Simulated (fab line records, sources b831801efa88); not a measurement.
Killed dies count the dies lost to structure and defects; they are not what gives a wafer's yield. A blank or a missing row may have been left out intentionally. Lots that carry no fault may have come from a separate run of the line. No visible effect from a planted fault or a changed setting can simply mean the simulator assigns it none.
A lot that was struck, set against a sound lot + flow sky130 + 43 out of 708 route steps
Sound: the wafers L256.1, L256.3, L256.4. Wafers L274.1, L274.2, L274.5 were the ones struck. Last of all comes the cause.
For every step that has rows: the tool of each side, followed by ch and its chambers, followed by its first start. Under that, the readings that differ: sound wafers + struck wafers + difference of the means + sigmas: that difference in standard deviations of wafers without a fault.
alike: readings with means less than 2 such deviations apart, plus words and numbers identical on both sides. not compared: withheld readings, readings lacking a value on some wafer, bounds such as >300 that could conceal the same value, and numbers that have no deviation in the record and whose values overlap.
The two part at a step that has a row with sigmas, a row that says differs or no value, or rows on one side only. When numbers do not overlap yet have no deviation, they are printed without sigmas and do not part them. Lack of a reading on every wafer of one side parts them only where that side has two or more wafers.

first, 5 steps without rows for these wafers: SKY_VT_ADJUST_NCORE_COAT_02 (resist thk 1140 nm); SKY_VT_ADJUST_NCORE_SOFTBAKE_03 (time 58.28 s); SKY_VT_ADJUST_NCORE_EXPOSE_04 (exposes mask LVTN COMPLEMENT THIN, target cd 380 nm); SKY_VT_ADJUST_NCORE_PEB_05; SKY_VT_ADJUST_NCORE_DEVELOP_06 (develop time 60 s).
SKY_VT_ADJUST_NCORE_CD_MEAS_07: target cd 380 nm.
  sound on cdSem-02, day 8 22:31; struck on cdSem-02, day 14 04:19
  alike: cdNm
SKY_VT_ADJUST_NCORE_OVL_MEAS_08:
  sound on overlay-01, day 8 22:38; struck on overlay-01, day 14 04:26
  alike: VT_ADJUST_NCORE_OVL
after that, 1 step had no rows for these wafers: SKY_VT_ADJUST_NCORE_IMPLANT_09.
SKY_VT_ADJUST_NCORE_STRIP_10: strips in O2/N2.
  sound on plasmaAsher-02 ch 0,1, day 8 22:49; struck on plasmaAsher-04 ch 0,1, day 14 04:37
  alike: drypumpMotorCurrentA, oesProductAu, stripTimeToEndpointS
  not compared: rfHoursCounterH
SKY_VT_ADJUST_NCORE_TW_MEAS_11:
  sound on filmMetro-04, day 8 22:55; struck on filmMetro-04, day 14 04:43
  alike: VT_ADJUST_NCORE_TW
then, 2 steps without rows for these wafers: SKY_VT_ADJUST_HVTR_DEHYDRATE_00 (time 60 s); SKY_VT_ADJUST_HVTR_HMDS_01 (prime time 60 s).
SKY_VT_ADJUST_HVTR_COAT_02: resist thk 1140 nm.
  sound on lithoTrack-03 ch 0, day 9 09:16; struck on lithoTrack-01, day 14 17:25
  no value came back on the struck wafers for chillPlateTempC (C), dispensePressureKPa (kPa), exhaustPa (Pa); on the sound wafers chillPlateTempC (C) reads 23.11 22.93 22.95
then, 4 steps without rows for these wafers: SKY_VT_ADJUST_HVTR_SOFTBAKE_03 (time 60 s); SKY_VT_ADJUST_HVTR_EXPOSE_04 (exposes mask HVTRM, target cd 380 nm); SKY_VT_ADJUST_HVTR_PEB_05; SKY_VT_ADJUST_HVTR_DEVELOP_06 (develop time 60 s).
SKY_VT_ADJUST_HVTR_CD_MEAS_07: target cd 380 nm.
  sound on cdSem-01, day 9 19:31; struck on cdSem-01, day 15 07:22
| reading   | sound             | struck | difference                    | sigmas |
|-----------|-------------------|--------|-------------------------------|--------|
| cdNm (nm) | 378.9 376.5 378.9 | - - -  | no value on the struck wafers |        |
SKY_VT_ADJUST_HVTR_OVL_MEAS_08:
  sound on overlay-01, day 9 19:38; struck on overlay-01, day 15 07:29
| reading                 | sound         | struck | difference                    | sigmas |
|-------------------------|---------------|--------|-------------------------------|--------|
| VT_ADJUST_HVTR_OVL (nm) | -0.4 1.3 -0.8 | - - -  | no value on the struck wafers |        |
after that, 1 step had no rows for these wafers: SKY_VT_ADJUST_HVTR_IMPLANT_09.
SKY_VT_ADJUST_HVTR_STRIP_10: strips in O2/N2.
  sound on plasmaAsher-04 ch 0,1, day 9 19:49; struck on plasmaAsher-04 ch 0,1, day 15 07:40
  no value came back on the struck wafers for oesProductAu (a.u.), stripTimeToEndpointS (s); on the sound wafers oesProductAu (a.u.) reads 0.723 0.715 0.715
  alike: drypumpMotorCurrentA
  not compared: rfHoursCounterH
SKY_VT_ADJUST_HVTR_TW_MEAS_11:
  sound on filmMetro-01, day 9 19:55; struck on filmMetro-04, day 15 07:46
| reading           | sound             | struck            | difference | sigmas |
|-------------------|-------------------|-------------------|------------|--------|
| VT_ADJUST_HVTR_TW | 209.3 209.5 208.5 | 212.5 212.6 213.5 | +3.8       | +2     |
then, 7 steps without rows for these wafers: SKY_VT_ADJUST_PCH_DEHYDRATE_00 (time 60 s); SKY_VT_ADJUST_PCH_HMDS_01 (prime time 60 s); SKY_VT_ADJUST_PCH_COAT_02 (resist thk 3000 nm); SKY_VT_ADJUST_PCH_SOFTBAKE_03; SKY_VT_ADJUST_PCH_EXPOSE_04 (exposes mask NWM, target cd 840 nm); SKY_VT_ADJUST_PCH_PEB_05; SKY_VT_ADJUST_PCH_DEVELOP_06 (develop time 60 s).
SKY_VT_ADJUST_PCH_OVL_MEAS_07:
  sound on overlay-02, day 10 18:27; struck on overlay-02, day 16 12:03
  alike: VT_ADJUST_PCH_OVL
after that, 1 step had no rows for these wafers: SKY_VT_ADJUST_PCH_IMPLANT_08.
SKY_VT_ADJUST_PCH_STRIP_09: strips in O2/N2.
  sound on plasmaAsher-01 ch 0,1, day 10 18:38; struck on plasmaAsher-01 ch 0,1, day 16 12:14
  alike: drypumpMotorCurrentA, oesProductAu, stripTimeToEndpointS
  not compared: rfHoursCounterH
SKY_VT_ADJUST_PCH_TW_MEAS_10:
  sound on filmMetro-01, day 10 18:44; struck on filmMetro-02, day 16 12:20
| reading          | sound             | struck            | difference | sigmas |
|------------------|-------------------|-------------------|------------|--------|
| VT_ADJUST_PCH_TW | 142.0 142.3 141.6 | 223.7 223.3 222.6 | +81.2      | +82    |
then, 7 steps without rows for these wafers: SKY_SONOS_TUNNEL_DEHYDRATE_00 (time 60 s); SKY_SONOS_TUNNEL_HMDS_01 (prime time 60 s); SKY_SONOS_TUNNEL_COAT_02 (resist thk 1140 nm); SKY_SONOS_TUNNEL_SOFTBAKE_03 (time 60 s); SKY_SONOS_TUNNEL_EXPOSE_04 (exposes mask TUNM, target cd 410 nm); SKY_SONOS_TUNNEL_PEB_05; SKY_SONOS_TUNNEL_DEVELOP_06 (develop time 60 s).
SKY_SONOS_TUNNEL_CD_MEAS_07: target cd 410 nm.
  sound on cdSem-01, day 11 18:19; struck on cdSem-01, day 17 17:36
  alike: cdNm
SKY_SONOS_TUNNEL_OVL_MEAS_08:
  sound on overlay-02, day 11 18:26; struck on overlay-02, day 17 17:43
  alike: SONOS_TUNNEL_OVL
SKY_SONOS_TUNNEL_TW_MEAS_12:
  sound on filmMetro-02, day 11 19:07; struck on filmMetro-01, day 17 18:11
| reading         | sound             | struck            | difference | sigmas |
|-----------------|-------------------|-------------------|------------|--------|
| SONOS_TUNNEL_TW | 197.2 197.3 198.0 | 252.2 253.1 252.0 | +54.9      | +32    |

## WHERE THEY PART
At SKY_VT_ADJUST_HVTR_COAT_02 first; at SKY_SONOS_TUNNEL_TW_MEAS_12 last (within this record only).

WHY: whatever the simulator had introduced
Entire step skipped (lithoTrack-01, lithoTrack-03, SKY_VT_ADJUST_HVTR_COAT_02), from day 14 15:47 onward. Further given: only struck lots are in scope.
